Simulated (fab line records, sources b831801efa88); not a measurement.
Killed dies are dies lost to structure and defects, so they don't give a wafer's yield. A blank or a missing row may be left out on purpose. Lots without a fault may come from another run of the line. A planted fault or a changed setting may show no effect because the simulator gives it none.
fab line records | flow sfq_line
record lots=13 wafers=39 last_day=86
route steps=325 shown L0@4 L0V@26 M0@29 I1@74
lots that met no fault: from a run of the same line without faults
start_h: hours from the record's first day to the start of the lot's first wafer shown | wait_h: hours since the lot's step before | " the same as in the row above | L1.1+2: a row that stands for several wafers | - no value, or no start given | * or withheld: withheld | < > ~ a bound
route shown NAME@n: a module of which the file shows steps, and the number in the route of the first | usual: mean/standard deviation of fault-free wafers | same: alike in all rows | chamber/n: place in a boat | sites: the reading at each site | _std_site: their standard deviation | _edge_site: outer sites' mean less inner sites' | radius_mm: how far each site lies from the wafer's centre | mask NAME#n: copy n | behind: the tool/chamber that last shaped the wafer | hold: why the lot was held/for how many hours/how that ended | device: the transistor (n, p or np) that didn't switch | end of line: the same wafers' tests at the end of the route | a step without rows: its recipe alone | killed: dies lost to structure and defects at the first sort, not the wafer's yield | map: a wafer's dies, x killed, . not, _ none there
set.NAME: the setting as run; set.NAME@STEP: as run at that earlier step | model.NAME: the simulator's own value behind a step, which no gauge read
steps of the route over a sample of lots; a table a step, a row a wafer
services: from which hour (start_h, from the record's first day; less than 0 if before it) a tool's chamber was out of use, for how many hours, and why
## steps
# step SFQ_L0_RS_MEAS_901
# recipe thk_meas_gauge=four-point-probe reads=MoNx_KI_of_TRILAYER_L0_DEP_SPUTTER_003
# usual L0_MONX_KI_RS=43.5/0.49
# columns lot.wafer tool chamber start_h wait_h L0_MONX_KI_RS[ohm/sq]
L408.2 film_metro-03 - 12.58 0.1 43.4
L408.4 " - " " 43.0
L408.5 " - " " 43.5
L409.3 film_metro-01 - 17.60 0.1 43.1
L409.4 " - " " 43.6
L409.6 " - " " 42.9
L410.3 film_metro-03 - 22.60 0.1 43.4
L410.5 " - " " 43.9
L410.6 " - " " 43.6
L411.3 film_metro-03 - 27.60 0.1 43.0
L411.5 " - " " 43.4
L411.6 " - " " 42.7
L412.2 film_metro-01 - 32.58 0.1 43.9
L412.3 " - " " 43.1
L412.4 " - " " 43.9
L413.4 film_metro-04 - 37.62 0.1 43.7
L413.5 " - " " 43.9
L413.6 " - " " 43.6
L416.1 film_metro-01 - 52.56 0.0 43.1
L416.3 " - " " 43.9
L416.4 " - " " 43.2
L419.1 film_metro-03 - 67.56 0.0 42.6
L419.3 " - " " 42.7
L419.6 " - " " 43.1
L421.2 film_metro-04 - 77.58 0.1 43.4
L421.3 " - " " 44.0
L421.6 " - " " 43.9
L424.4 film_metro-03 - 92.62 0.1 43.9
L424.5 " - " " 43.5
L424.6 " - " " 43.9
L426.2 film_metro-03 - 102.58 0.1 42.9
L426.3 " - " " 43.2
L426.4 " - " " 42.9
L430.3 film_metro-04 - 122.60 0.1 43.6
L430.5 " - " " 42.9
L430.6 " - " " 44.0
L431.4 film_metro-01 - 127.62 0.1 42.7
L431.5 " - " " 42.6
L431.6 " - " " 42.8
# step SFQ_TRILAYER_L0_VIA_STRIP_STRIP_017
# recipe gas=O2 power_w=200 platen_temp_c=40 overash_fraction=0.65 chemistry=O2 pressure_mtorr=50
# usual drypump_motor_current_A=5.9/0.65 he_backside_leak_sccm=3.43/0.21 oes_product_au=1.000/0.0063 platen_temp_c=39.99/0.11
# columns lot.wafer tool chamber start_h wait_h drypump_motor_current_A he_backside_leak_sccm oes_product_au platen_temp_c rf_hours_counter_h
L408.2 rie_metal-03 1 122.24 - 6.1 3.53 1.008 39.89 118
L408.4 " 0 " " 6.6 3.48 1.007 40.13 -
L408.5 " 1 " " 6.1 3.54 1.001 39.89 -
L409.3 rie_metal-03 0 132.59 - 6.6 3.66 0.990 39.94 -
L409.4 " 1 " " 6.1 3.54 1.003 40.13 -
L409.6 " 1 " " 6.1 3.62 0.993 40.09 -
L410.3 rie_metal-03 0 143.07 - 6.6 3.74 1.000 39.99 -
L410.5 " 0 " " 6.6 3.46 0.997 40.01 -
L410.6 " 1 " " 6.1 3.50 0.995 39.98 -
L411.3 rie_metal-03 1 151.47 - 6.1 3.51 1.000 39.83 -
L411.5 " 0 " " 6.6 3.51 1.001 39.92 -
L411.6 " 1 " " 6.1 3.48 1.001 40.00 -
L412.2 rie_metal-04 0 160.87 - 4.8 3.17 0.987 40.01 19
L412.3 " 0 " " 4.8 3.12 1.006 39.91 -
L412.4 " 1 " " 5.8 3.35 0.992 39.96 -
L413.4 rie_metal-04 1 169.47 - 5.8 2.81 1.001 40.03 -
L413.5 " 1 " " 5.7 3.14 1.001 40.10 -
L413.6 " 0 " " 4.8 3.33 0.997 39.88 -
L416.1 rie_metal-03 0 205.24 - 6.6 3.43 0.994 39.99 112
L416.3 " 0 " " 6.6 3.39 0.995 39.94 -
L416.4 " 0 " " 6.6 3.42 0.998 39.93 -
L419.1 rie_metal-02 1 236.80 - 5.2 3.60 0.988 39.96 25
L419.3 " 1 " " 5.2 3.40 1.001 40.01 -
L419.6 " 1 " " 5.2 3.33 0.989 39.89 -
L421.2 rie_metal-02 1 252.40 - 5.2 3.82 0.994 40.01 29
L421.3 " 0 " " 6.1 3.13 0.997 39.87 -
L421.6 " 1 " " 5.2 3.56 1.002 40.01 -
L424.4 rie_metal-02 1 257.40 - 5.1 3.46 0.991 40.13 -
L424.5 " 1 " " 5.2 3.70 0.993 40.09 -
L424.6 " 0 " " 6.1 3.37 0.997 40.06 -
L426.2 rie_metal-02 0 259.60 - 6.1 3.21 1.005 39.80 42
L426.3 " 0 " " 6.1 3.32 0.994 39.93 -
L426.4 " 1 " " 5.2 3.72 1.007 39.86 -
L430.3 rie_metal-02 0 264.60 - 6.1 3.17 0.998 40.00 -
L430.5 " 0 " " 6.1 3.28 1.003 39.91 -
L430.6 " 1 " " 5.2 4.00 0.994 40.12 -
L431.4 rie_metal-04 1 265.80 - 5.8 3.12 0.995 40.09 -
L431.5 " 1 " " 5.8 3.11 1.005 40.16 -
L431.6 " 0 " " 4.8 3.34 1.000 40.09 -
# step SFQ_TRILAYER_M0_DEP_SPUTTER_019
# recipe material=Nb base_pressure_pa=1.33e-06 chamber_pressure_pa=0.1333 substrate_temp_c=20 resputter_cathode_voltage_v=400 target_thk_nm=200 power_w=2000 time_s=133.3
# usual throttle_valve_pct=29.5/1.2
# columns lot.wafer tool chamber start_h wait_h throttle_valve_pct
L408.2 pvd_sputter-03 - 123.04 0.0 31.2
L408.4 " - " " 27.3
L408.5 " - " " 29.9
L409.3 pvd_sputter-06 - 133.19 0.0 28.2
L409.4 " - " " 29.2
L409.6 " - " " 29.0
L410.3 pvd_sputter-03 - 143.67 0.0 30.1
L410.5 " - " " 31.1
L410.6 " - " " 27.7
L411.3 pvd_sputter-03 - 152.07 0.0 27.6
L411.5 " - " " 30.2
L411.6 " - " " 27.8
L412.2 pvd_sputter-05 - 161.67 0.0 31.3
L412.3 " - " " 28.3
L412.4 " - " " 30.1
L413.4 pvd_sputter-06 - 170.07 0.0 29.0
L413.5 " - " " 29.2
L413.6 " - " " 28.4
L416.1 pvd_sputter-06 - 206.64 0.0 30.3
L416.3 " - " " 29.3
L416.4 " - " " 28.1
L419.1 pvd_sputter-03 - 238.20 0.0 27.6
L419.3 " - " " 30.2
L419.6 " - " " 31.3
L421.2 pvd_sputter-06 - 253.20 0.0 28.7
L421.3 " - " " 29.3
L421.6 " - " " 28.3
L424.4 pvd_sputter-06 - 258.01 0.0 29.2
L424.5 " - " " 28.0
L424.6 " - " " 29.3
L426.2 pvd_sputter-05 - 260.41 0.0 28.3
L426.3 " - " " 30.3
L426.4 " - " " 30.4
L430.3 pvd_sputter-06 - 265.20 0.0 28.2
L430.5 " - " " 28.0
L430.6 " - " " 29.2
L431.4 pvd_sputter-03 - 266.40 0.0 27.5
L431.5 " - " " 31.2
L431.6 " - " " 27.5
# step SFQ_TRILAYER_I1_CMP_CMP_046
# recipe material=SiO2 down_force_psi=3 platen_rpm=60 pad_velocity_m_s=0.94248
# usual edge_zone_pressure_frac=1.000/0.0052 motor_current_A=10.4/1.2 slurry_flow_ml_min=150.0/0.51 time_to_endpoint_s=212/6.9
# columns lot.wafer tool chamber start_h wait_h edge_zone_pressure_frac motor_current_A slurry_flow_ml_min time_to_endpoint_s
L408.4 cmp-01 0 243.15 5.8 1.001 10.9 148.9 220
L408.2 " 3 244.65 7.4 1.005 10.2 149.6 219
L408.5 " 1 245.65 8.3 1.001 10.0 150.2 228
L409.4 cmp-01 0 246.65 2.1 0.988 11.0 149.3 215
L409.3 " 1 " " 0.993 9.7 149.6 207
L409.6 " 0 248.65 4.1 0.995 10.2 149.7 213
L410.3 cmp-02 0 366.29 4.9 1.004 9.6 149.8 217
L410.5 " 1 " " 0.994 10.8 151.4 222
L410.6 " 2 " " 1.001 10.9 150.1 227
L411.3 cmp-02 3 387.29 6.1 0.991 12.1 151.3 216
L411.5 " 0 " " 0.996 9.7 150.1 224
L411.6 " 1 " " 1.004 11.2 150.2 226
L412.4 cmp-02 1 510.61 0.0 1.000 11.3 149.8 219
L412.3 " 2 " " 0.997 10.0 151.1 213
L412.2 " 3 " " 0.999 12.0 149.6 216
L413.4 cmp-01 2 528.01 1.5 1.004 8.0 150.6 209
L413.5 " 3 " " 0.999 10.6 150.3 201
L413.6 " 0 " " 1.005 10.9 149.0 211
L416.3 cmp-01 1 579.92 0.0 0.999 9.8 149.7 216
L416.4 " 2 " " 0.998 8.0 149.8 216
L416.1 " 0 581.42 1.5 0.995 10.8 149.7 214
L419.3 cmp-01 3 621.93 0.0 1.002 10.0 150.4 206
L419.1 " 1 622.93 1.0 1.001 10.2 149.8 245
L419.6 " 0 624.43 2.5 0.994 10.5 150.2 219
L421.3 cmp-02 3 650.38 0.0 1.005 12.4 149.4 206
L421.2 " 2 651.88 1.5 1.004 10.8 149.3 206
L421.6 " 3 " " 1.001 11.9 149.4 203
L424.4 cmp-02 3 664.58 1.0 0.990 12.1 149.5 208
L424.5 " 1 665.58 2.0 0.998 11.6 149.8 211
L424.6 " 2 " " 1.010 10.2 149.9 207
L426.3 cmp-02 3 666.58 0.6 1.000 12.1 149.0 205
L426.4 " 1 667.58 1.6 0.997 11.2 149.8 207
L426.2 " 2 " " 1.001 9.8 149.8 204
L430.3 cmp-02 2 679.22 0.0 1.010 11.2 150.8 211
L430.5 " 2 681.22 2.0 0.998 10.2 150.1 210
L430.6 " 3 " " 0.999 12.3 150.7 212
L431.4 cmp-02 0 683.22 1.6 0.995 10.4 150.4 218
L431.6 " 2 684.22 2.6 1.003 10.3 149.7 226
L431.5 " 3 " " 1.006 12.1 149.9 220
# step SFQ_TRILAYER_I1_METRO_MEASURE_047
# usual thk_nm=199.6/0.99
# columns lot.wafer tool chamber start_h wait_h thk_nm
L408.2 film_metro-01 - 246.47 0.3 199.7
L408.4 " - " " 200.6
L408.5 " - " " 200.0
L409.3 film_metro-04 - 249.67 0.5 198.9
L409.4 " - " " 200.3
L409.6 " - " " 199.4
L410.3 film_metro-04 - 368.31 0.5 199.3
L410.5 " - " " 198.4
L410.6 " - " " 198.7
L411.3 film_metro-01 - 389.31 0.5 201.3
L411.5 " - " " 202.4
L411.6 " - " " 201.2
L412.2 film_metro-01 - 513.93 0.3 199.4
L412.3 " - " " 200.3
L412.4 " - " " 199.6
L413.4 film_metro-01 - 530.23 0.6 199.4
L413.5 " - " " 198.7
L413.6 " - " " 198.6
L416.1 film_metro-03 - 583.04 0.1 200.3
L416.3 " - " " 199.6
L416.4 " - " " 200.0
L419.1 film_metro-04 - 625.05 0.1 148.6
L419.3 " - " " 199.1
L419.6 " - " " 200.1
L421.2 film_metro-04 - 653.70 0.3 199.4
L421.3 " - " " 198.9
L421.6 " - " " 198.8
L424.4 film_metro-04 - 667.30 0.6 198.6
L424.5 " - " " 198.2
L424.6 " - " " 198.5
L426.2 film_metro-03 - 669.90 0.3 200.1
L426.3 " - " " 199.4
L426.4 " - " " 199.3
L430.3 film_metro-01 - 682.74 0.5 199.6
L430.5 " - " " 198.4
L430.6 " - " " 199.3
L431.4 film_metro-03 - 685.94 0.6 198.4
L431.5 " - " " 197.7
L431.6 " - " " 199.7
# step SFQ_TRILAYER_I1_VIA_ETCH_VIA_ETCH_052
# recipe target=SiO2 stop_on=Nb mask_material=PR taper_deg=20 chemistry=CHF3 target_depth_nm=260 source_w=500 bias_w=80 pressure_mtorr=30 time_s=withheld
# usual drypump_motor_current_A=5.8/0.41 oes_product_au=0.853/0.0048
# columns lot.wafer tool chamber start_h wait_h drypump_motor_current_A oes_product_au
L408.2 rie_diel-04 3 250.72 0.0 5.9 0.843
L408.4 " 1 " " 5.5 0.850
L408.5 " 2 " " 5.9 0.856
L409.3 rie_diel-02 1 277.49 0.0 6.4 0.853
L409.4 " 3 " " 5.6 0.853
L409.6 " 0 " " 5.9 0.858
L410.3 rie_diel-04 3 411.38 0.0 5.9 0.857
L410.5 " 3 " " 5.9 0.847
L410.6 " 2 " " 5.9 0.849
L411.3 rie_diel-02 3 413.78 0.0 5.6 0.864
L411.5 " 3 " " 5.6 0.855
L411.6 " 2 " " 5.0 0.862
L412.2 rie_diel-02 1 676.99 0.0 6.4 0.850
L412.3 " 0 " " 5.9 0.855
L412.4 " 3 " " 5.6 0.852
L413.4 rie_diel-03 3 690.31 0.0 6.4 0.858
L413.5 " 3 " " 6.4 0.857
L413.6 " 2 " " 5.8 0.853
L416.1 rie_diel-03 3 747.91 0.0 6.3 0.847
L416.3 " 0 " " 6.1 0.856
L416.4 " 1 " " 6.2 0.860
L419.1 rie_diel-02 3 780.44 0.0 5.6 0.736
L419.3 " 1 " " 6.5 0.855
L419.6 " 3 " " 5.6 0.851
L421.2 rie_diel-04 0 815.04 0.0 6.2 0.859
L421.3 " 1 " " 5.4 0.851
L421.6 " 2 " " 6.0 0.854
L424.4 rie_diel-04 0 825.71 0.0 6.2 0.849
L424.5 " 1 " " 5.4 0.852
L424.6 " 2 " " 5.9 0.860
L426.2 rie_diel-03 0 830.51 0.0 6.1 0.852
L426.3 " 3 " " 6.4 0.848
L426.4 " 2 " " 5.8 0.850
L430.3 rie_diel-02 0 837.71 0.0 5.9 0.852
L430.5 " 2 " " 5.0 0.849
L430.6 " 3 " " 5.6 0.853
L431.4 rie_diel-04 2 838.91 0.0 6.0 0.845
L431.5 " 2 " " 6.0 0.847
L431.6 " 3 " " 5.9 0.856
## services
# columns tool chamber start_h hours kind
cmp-01 - 104.62 6.9 pm
cmp-02 - 113.10 3.7 pm
cmp-01 - 115.08 3.0 repair
film_metro-01 - 139.04 0.5 pm
film_metro-01 - 149.24 1.5 pm
film_metro-01 - 153.50 2.3 repair
rie_diel-02 0 159.02 4.1 repair
pvd_sputter-03 - 165.58 0.6 repair
cmp-02 - 180.27 0.8 repair
pvd_sputter-06 - 194.86 4.5 repair
cmp-02 - 236.23 4.0 pm
cmp-02 - 252.34 1.5 repair
cmp-02 - 275.39 4.9 pm
pvd_sputter-06 - 378.95 5.1 repair
cmp-02 - 519.69 1.1 repair
pvd_sputter-06 - 525.90 0.8 repair
cmp-02 - 577.94 4.0 pm
cmp-02 - 599.41 0.5 repair
cmp-02 - 616.87 0.9 repair
cmp-02 - 618.20 11.6 repair
cmp-02 - 644.04 5.5 pm
cmp-02 - 764.29 1.0 repair
cmp-02 - 766.43 6.6 pm
cmp-02 - 815.02 0.2 repair
## key
first_sign step=SFQ_TRILAYER_I1_CMP_CMP_046 reading=time_to_endpoint_s direction=up sigmas=4.8 usual=* struck=*
effect step=SFQ_TRILAYER_I1_METRO_MEASURE_047 reading=thk_nm direction=down sigmas=51 usual=199.6 struck=148.6
effect step=SFQ_TRILAYER_I1_VIA_ETCH_VIA_ETCH_052 reading=oes_product_au direction=down sigmas=25 usual=0.853 struck=0.736
met_at SFQ_TRILAYER_I1_CMP_CMP_046
struck_lots L419
struck_wafers L419.1
not_acting_at SFQ_L0_RS_MEAS_901,SFQ_TRILAYER_L0_VIA_STRIP_STRIP_017,SFQ_TRILAYER_M0_DEP_SPUTTER_019
onset_between 579.92 621.93
fault kind=process_parameter_drift tool=cmp-01 chamber=1 onset_h=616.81 steps=SFQ_TRILAYER_I1_CMP_CMP_046 channel=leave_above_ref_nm offset=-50 shape=step end_h=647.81 acts_in=these_recipes_only stated=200
